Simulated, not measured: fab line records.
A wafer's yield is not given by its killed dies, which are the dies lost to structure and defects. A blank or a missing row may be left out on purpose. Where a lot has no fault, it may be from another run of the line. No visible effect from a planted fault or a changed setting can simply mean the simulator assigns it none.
fab line records	flow sky130
record: lots: 10	wafers: 30	last_day: 50
route steps=708 shown METAL2@487 VIA2@529 METAL3@536 CAPM@549 PAD_OPEN@708
lots with no fault: from the same line, run without faults
start_h: hours from the record's opening day to when the first of the lot's shown wafers began	wait_h: hours since the lot's step before	" repeats the value in the row above	L1.1+2: a row that stands for several wafers	- no value, or no start was given	* or withheld: withheld	< > ~ a bound
route shown NAME@n: NAME is a module with steps in the file, n the number in the route of the first one	usual: mean/standard deviation of fault-free wafers	same: alike in all rows	chamber/n: place in a boat	sites: the reading at each site	_std_site: their standard deviation	_edge_site: mean of outer sites minus mean of inner sites	radius_mm: how far each site lies from the wafer's centre	mask NAME#n: copy n	behind: the tool/chamber that last shaped the wafer	hold: why the lot was held/for how many hours/how that ended	device: whichever transistor did not switch (one of n, p or np)	end of line: tests run on the same wafers once the route is complete	step lacking rows: just its recipe	killed: dies that structure and defects cost at the first sort, which is not the same as the wafer's yield	map: shows each die of a wafer: x if killed, . if not, _ if none is there
set.NAME: the setting as run; set.NAME@STEP: as run at that earlier step	model.NAME: the simulator's own value behind a step, which no gauge read
one table for each step of the route and one row for each wafer, over a sample of lots
services: when a tool's chamber went out of use (start_h, in hours from the record's first day, below 0 if earlier), for how many hours, and the reason
== steps ==
step: SKY_METAL2_SPUTTER_04
recipe: material: TiN	target_thk_nm: 70	power_w: 6500	time_s: 58.3	chamber_pressure_pa: 0.4
usual: cathode_dc_power_W: 6499.9/1.1	chamber_pressure_pa: 0.4000/0.00075	throttle_valve_pct: 29.7/0.54
same: time_s: 58.3
lot.wafer	tool	chamber	start_h	wait_h	cathode_dc_power_W	chamber_pressure_pa	throttle_valve_pct
L392.2	pvd_sputter-03	-	805.14	0.0	6500.7	0.3995	29.0
L392.4	"	-	"	"	6500.2	0.4007	30.5
L392.5	"	-	"	"	6501.1	0.3999	29.5
L393.2	pvd_sputter-03	-	815.27	0.0	6500.8	0.3999	29.2
L393.3	"	-	"	"	6499.0	0.3996	29.9
L393.5	"	-	"	"	6501.8	0.4003	30.6
L395.1	pvd_sputter-02	-	827.73	0.0	6499.0	0.4000	28.6
L395.3	"	-	"	"	6499.8	0.4004	29.2
L395.6	"	-	"	"	6499.3	0.4005	29.1
L397.1	pvd_sputter-01	-	863.31	0.0	6498.0	0.4001	30.0
L397.2	"	-	"	"	6499.7	0.3997	29.6
L397.6	"	-	"	"	6500.1	0.3996	29.9
L401.1	pvd_sputter-01	-	891.32	0.0	6500.3	0.3997	29.8
L401.2	"	-	"	"	6499.8	0.4003	29.7
L401.6	"	-	"	"	6498.0	0.4013	30.2
L405.1	pvd_sputter-01	-	918.99	0.0	6500.1	0.3993	29.9
L405.2	"	-	"	"	6500.0	0.4003	30.1
L405.6	"	-	"	"	6499.6	0.3997	30.0
L407.1	pvd_sputter-03	-	931.52	0.0	6501.1	0.4002	29.8
L407.3	"	-	"	"	6500.4	0.4006	29.2
L407.4	"	-	"	"	6502.7	0.4006	30.7
L410.1	pvd_sputter-03	-	945.38	0.0	6499.0	0.4002	29.3
L410.5	"	-	"	"	6498.9	0.4008	29.2
L410.6	"	-	"	"	6499.9	0.3995	29.2
L411.3	pvd_sputter-01	-	951.43	0.0	6499.6	0.4006	29.8
L411.4	"	-	"	"	6497.6	0.4010	29.7
L411.5	"	-	"	"	6499.0	0.3995	30.0
L413.1	pvd_sputter-01	-	962.27	0.0	6500.7	0.3998	29.9
L413.3	"	-	"	"	6501.1	0.4000	29.1
L413.5	"	-	"	"	6501.0	0.4003	29.0
step: SKY_VIA2_RS_MEAS_22
recipe: thk_meas_gauge: four-point-probe	reads: W_of_VIA2_CVD_21+TiN_of_VIA2_SPUTTER_20
usual: VIA2_W_RS: 0.287/0.0032
lot.wafer	tool	chamber	start_h	wait_h	VIA2_W_RS[ohm/sq]
L392.2	film_metro-01	-	858.54	0.1	0.296
L392.4	"	-	"	"	0.297
L392.5	"	-	"	"	0.293
L393.2	film_metro-04	-	869.25	0.1	0.284
L393.3	"	-	"	"	0.290
L393.5	"	-	"	"	0.289
L395.1	film_metro-01	-	882.15	0.2	0.283
L395.3	"	-	"	"	0.287
L395.6	"	-	"	"	0.284
L397.1	film_metro-04	-	917.53	0.1	0.282
L397.2	"	-	"	"	0.283
L397.6	"	-	"	"	0.286
L401.1	film_metro-01	-	943.19	0.1	0.286
L401.2	"	-	"	"	0.290
L401.6	"	-	"	"	0.291
L405.1	film_metro-04	-	969.59	0.1	0.288
L405.2	"	-	"	"	0.286
L405.6	"	-	"	"	0.287
L407.1	film_metro-03	-	981.32	0.2	0.289
L407.3	"	-	"	"	0.285
L407.4	"	-	"	"	0.289
L410.1	film_metro-01	-	995.65	0.1	0.287
L410.5	"	-	"	"	0.292
L410.6	"	-	"	"	0.287
L411.3	film_metro-03	-	1001.82	0.1	0.290
L411.4	"	-	"	"	0.291
L411.5	"	-	"	"	0.295
L413.1	film_metro-03	-	1010.72	0.1	0.285
L413.3	"	-	"	"	0.287
L413.5	"	-	"	"	0.287
step: SKY_METAL3_SPUTTER_04
recipe: material: TiN	target_thk_nm: 70	power_w: 6500	time_s: 58.3	chamber_pressure_pa: 0.4
usual: cathode_dc_power_W: 6499.9/1.3	chamber_pressure_pa: 0.4000/0.00079	throttle_valve_pct: 29.7/0.9	time_s: 58.3/0
lot.wafer	tool	chamber	start_h	wait_h	cathode_dc_power_W	chamber_pressure_pa	throttle_valve_pct	time_s
L392.2	pvd_sputter-04	-	859.11	0.0	6497.2	0.4001	30.9	58.3
L392.4	"	-	"	"	6498.4	0.3993	30.1	58.3
L392.5	"	-	"	"	6500.0	0.3996	28.1	58.3
L393.2	pvd_sputter-02	-	869.82	0.0	6499.6	0.4000	28.8	58.3
L393.3	"	-	"	"	6500.2	0.4003	29.3	58.3
L393.5	"	-	"	"	6499.2	0.4019	29.2	58.3
L395.1	pvd_sputter-04	-	882.73	0.0	6496.8	0.4007	28.1	58.3
L395.3	"	-	"	"	6500.3	0.4008	30.7	58.3
L395.6	"	-	"	"	6499.7	0.4005	30.9	58.3
L397.1	pvd_sputter-04	-	918.40	0.0	6499.7	0.4000	31.0	58.3
L397.2	"	-	"	"	6500.4	0.3994	31.1	58.3
L397.6	"	-	"	"	6498.9	0.3997	30.9	58.3
L401.1	pvd_sputter-02	-	943.77	0.0	6498.9	0.3994	29.3	58.3
L401.2	"	-	"	"	6501.2	0.4000	29.1	58.3
L401.6	"	-	"	"	6498.7	0.3999	29.4	58.3
L405.1	pvd_sputter-04	-	970.31	0.0	-	-	-	-
L405.2	"	-	"	"	-	-	-	-
L405.6	"	-	"	"	-	-	-	-
L407.1	pvd_sputter-02	-	982.14	0.0	-	-	-	-
L407.3	"	-	"	"	-	-	-	-
L407.4	"	-	"	"	-	-	-	-
L410.1	pvd_sputter-04	-	996.23	0.0	6498.4	0.3995	30.9	58.3
L410.5	"	-	"	"	6498.5	0.4001	30.9	58.3
L410.6	"	-	"	"	6500.6	0.4012	30.4	58.3
L411.3	pvd_sputter-04	-	1002.37	0.0	6501.8	0.3990	31.0	58.3
L411.4	"	-	"	"	6497.8	0.4013	28.2	58.3
L411.5	"	-	"	"	6499.1	0.4000	30.0	58.3
L413.1	pvd_sputter-02	-	1011.31	0.0	6499.9	0.4008	29.2	58.3
L413.3	"	-	"	"	6501.6	0.4013	29.1	58.3
L413.5	"	-	"	"	6500.0	0.3995	29.7	58.3
step: SKY_CAPM_OVL_MEAS_12
usual: CAPM_OVL: -0.4/1.2
lot.wafer	tool	chamber	start_h	wait_h	CAPM_OVL[nm]
L392.2	overlay-01	-	884.78	0.1	-0.6
L392.4	"	-	"	"	0.9
L392.5	"	-	"	"	-1.2
L393.2	overlay-01	-	895.28	0.1	-0.4
L393.3	"	-	"	"	-0.6
L393.5	"	-	"	"	-1.0
L395.1	overlay-02	-	908.71	0.1	-0.6
L395.3	"	-	"	"	-1.2
L395.6	"	-	"	"	-1.0
L397.1	overlay-02	-	942.31	0.1	1.6
L397.2	"	-	"	"	0.6
L397.6	"	-	"	"	0.4
L401.1	overlay-01	-	967.71	0.1	0.3
L401.2	"	-	"	"	0.5
L401.6	"	-	"	"	0.7
L405.1	overlay-02	-	993.11	0.1	-0.8
L405.2	"	-	"	"	-1.0
L405.6	"	-	"	"	-0.4
L407.1	overlay-01	-	1005.08	0.1	2.8
L407.3	"	-	"	"	0.9
L407.4	"	-	"	"	1.8
L410.1	overlay-02	-	1018.61	0.1	-1.1
L410.5	"	-	"	"	-0.6
L410.6	"	-	"	"	-0.3
L411.3	overlay-01	-	1025.54	0.1	-1.1
L411.4	"	-	"	"	-0.8
L411.5	"	-	"	"	0.6
L413.1	overlay-01	-	1033.33	0.1	-2.2
L413.3	"	-	"	"	-0.8
L413.5	"	-	"	"	-1.1
step: SKY_METAL3_METAL_ETCH_18
recipe: target_depth_a: 8450	stop_on: SiO2	over_etch_frac: 0.3	time_s: 183.1	chemistry: Cl2/BCl3	resist_sidewall_deg: 88	pressure_mtorr: 10	icp_w: 900	bias_w: 48.5	Cl2_flow_sccm: 60	bcl3_flow_sccm: 30
usual: bcl3_flow_sccm: 30.00/0.086	drypump_motor_current_A: 5.7/0.51	oes_product_au: 0.863/0.0066	rf_fwd_power_W: 897.1/2.9	throttle_valve_pct: 22.265/0.0091
same: time_s: 183.1
lot.wafer	tool	chamber	start_h	wait_h	bcl3_flow_sccm	drypump_motor_current_A	oes_product_au	rf_fwd_power_W	rf_hours_counter_h	throttle_valve_pct
L392.2	rie_metal-03	0	911.32	0.0	30.00	5.8	0.866	893.8	5	22.272
L392.4	"	0	"	"	30.03	5.8	0.857	896.7	-	22.275
L392.5	"	0	"	"	30.01	5.8	0.862	900.2	-	22.272
L393.2	rie_metal-01	0	921.42	0.1	30.05	5.3	0.865	890.0	-	22.270
L393.3	"	0	"	"	29.92	5.2	0.863	899.0	-	22.260
L393.5	"	0	"	"	29.96	5.3	0.873	893.5	-	22.261
L395.1	rie_metal-04	1	934.01	0.0	30.22	6.1	0.866	898.5	3	22.266
L395.3	"	1	"	"	30.04	6.1	0.859	896.8	-	22.264
L395.6	"	1	"	"	30.04	6.1	0.861	902.1	-	22.253
L397.1	rie_metal-04	1	967.71	0.0	29.82	6.1	0.854	898.5	5	22.265
L397.2	"	0	"	"	29.91	4.9	0.853	897.3	1	22.264
L397.6	"	1	"	"	29.84	6.1	0.859	899.2	-	22.268
L401.1	rie_metal-01	0	992.31	0.0	30.18	5.3	0.873	895.5	23	22.265
L401.2	"	1	"	"	30.06	6.6	0.873	899.5	10	22.255
L401.6	"	1	"	"	30.03	6.6	0.871	902.3	-	22.252
L405.1	rie_metal-04	0	1015.94	0.0	30.00	5.0	0.827	895.0	4	22.256
L405.2	"	1	"	"	30.04	6.1	0.819	902.1	7	22.276
L405.6	"	1	"	"	29.92	6.1	0.807	898.7	-	22.249
L407.1	rie_metal-04	0	1028.54	0.0	29.87	4.9	0.842	898.5	5	22.269
L407.3	"	1	"	"	29.86	6.1	0.818	895.0	-	22.261
L407.4	"	0	"	"	29.90	4.9	0.829	901.9	-	22.255
L410.1	rie_metal-01	1	1041.41	0.0	30.09	6.6	0.857	896.7	14	22.262
L410.5	"	1	"	"	29.98	6.6	0.853	899.1	-	22.265
L410.6	"	1	"	"	29.93	6.6	0.848	901.0	-	22.253
L411.3	rie_metal-03	1	1048.55	0.1	29.88	5.5	0.863	894.0	-	22.277
L411.4	"	0	"	"	30.02	5.8	0.855	897.2	-	22.249
L411.5	"	1	"	"	30.06	5.5	0.856	892.4	-	22.263
L413.1	rie_metal-04	1	1056.19	0.0	30.01	6.0	0.864	895.8	10	22.261
L413.3	"	1	"	"	30.14	6.1	0.864	896.4	-	22.272
L413.5	"	0	"	"	30.15	4.9	0.854	900.1	-	22.259
step: SKY_PAD_OPEN_PROBE_99
usual: defect_limited_yield: 82.4/1.7	killed_at_M0_to_M3: 44/6.9	killed_at_M4_up: 3.3/1.7	killed_at_contacts: 24/4.7	killed_at_front_end: 15/4.5	killed_at_other: 0.2/0.49	killed_dies: 86/8.4	killed_open: 47/6.5	killed_short: 39/6	sort_bin_3_pad_short: 0.9/0.4	sort_bin_5_function: 10.4/1.5	sort_bin_6_memory: 6.3/1	sort_n_pass: 406/8.4	sort_yield_pct: 82.4/1.7
same: gross_dies: 492	killed_at_back_side: 0	sort_bin_4_leakage[%]: 0	sort_bin_8_speed[%]: 0
lot.wafer	tool	chamber	start_h	wait_h	defect_limited_yield[%]	killed_at_M0_to_M3	killed_at_M4_up	killed_at_contacts	killed_at_front_end	killed_at_other	killed_dies	killed_open	killed_short	sort_bin_3_pad_short[%]	sort_bin_5_function[%]	sort_bin_6_memory[%]	sort_n_pass	sort_yield_pct[%]
L407.3	prober-02	-	1176.74	0.2	81.3	59	3	22	8	0	92	56	36	1.0	10.6	7.1	400	81.3
killed by level:class
L407.3 VIA1:geometric_particle:open=15 VIA3:geometric_particle:open=9 VIA2:geometric_particle:open=8 VIA3:geometric_particle:short=7 LI_CONTACT:geometric_particle:open=7 CONTACT:geometric_particle:short=6 METAL1:geometric_particle:short=6 CONTACT:geometric_particle:open=5
== services ==
tool	chamber	start_h	hours	kind
rie_metal-01	-	797.58	1.4	pm
pvd_sputter-04	-	806.81	2.7	repair
pvd_sputter-03	-	848.06	4.5	repair
pvd_sputter-03	-	868.07	4.1	repair
rie_metal-03	1	875.22	11.9	repair
pvd_sputter-04	1	881.29	-	consumable_replace:kit
pvd_sputter-04	1	881.29	18.0	scheduled_down
pvd_sputter-04	1	881.29	18.0	vent_cycle
rie_metal-04	1	882.67	-	clean
rie_metal-04	1	882.67	21.5	scheduled_down
rie_metal-04	1	882.67	21.5	vent_cycle
rie_metal-01	1	902.06	73.1	repair
rie_metal-04	0	904.15	-	clean
rie_metal-04	0	904.15	32.8	scheduled_down
rie_metal-04	0	904.15	32.8	vent_cycle
pvd_sputter-01	1	940.25	-	consumable_replace:kit
pvd_sputter-01	1	940.25	18.0	scheduled_down
pvd_sputter-01	1	940.25	18.0	vent_cycle
rie_metal-01	0	950.78	12.2	repair
rie_metal-03	-	961.36	0.7	repair
pvd_sputter-01	-	974.42	0.8	repair
pvd_sputter-04	0	1044.01	-	consumable_replace:kit
pvd_sputter-04	0	1044.01	18.0	scheduled_down
pvd_sputter-04	0	1044.01	18.0	vent_cycle
== key ==
first_sign: step: SKY_METAL3_SPUTTER_04	reading: tool_record	direction: missing
effect: step: SKY_METAL3_METAL_ETCH_18	reading: oes_product_au	direction: down	sigmas: 6	usual: 0.863	struck: 0.824
met_at SKY_METAL3_SPUTTER_04
struck_lots L405,L407
not_acting_at SKY_METAL2_SPUTTER_04,SKY_VIA2_RS_MEAS_22,SKY_CAPM_OVL_MEAS_12
onset_between 943.77 970.31
fault: kind: skipped_step_whole	tool: pvd_sputter-02,pvd_sputter-04	chamber: -	onset_h: 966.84	steps: SKY_METAL3_SPUTTER_04	scope: struck_lots_only
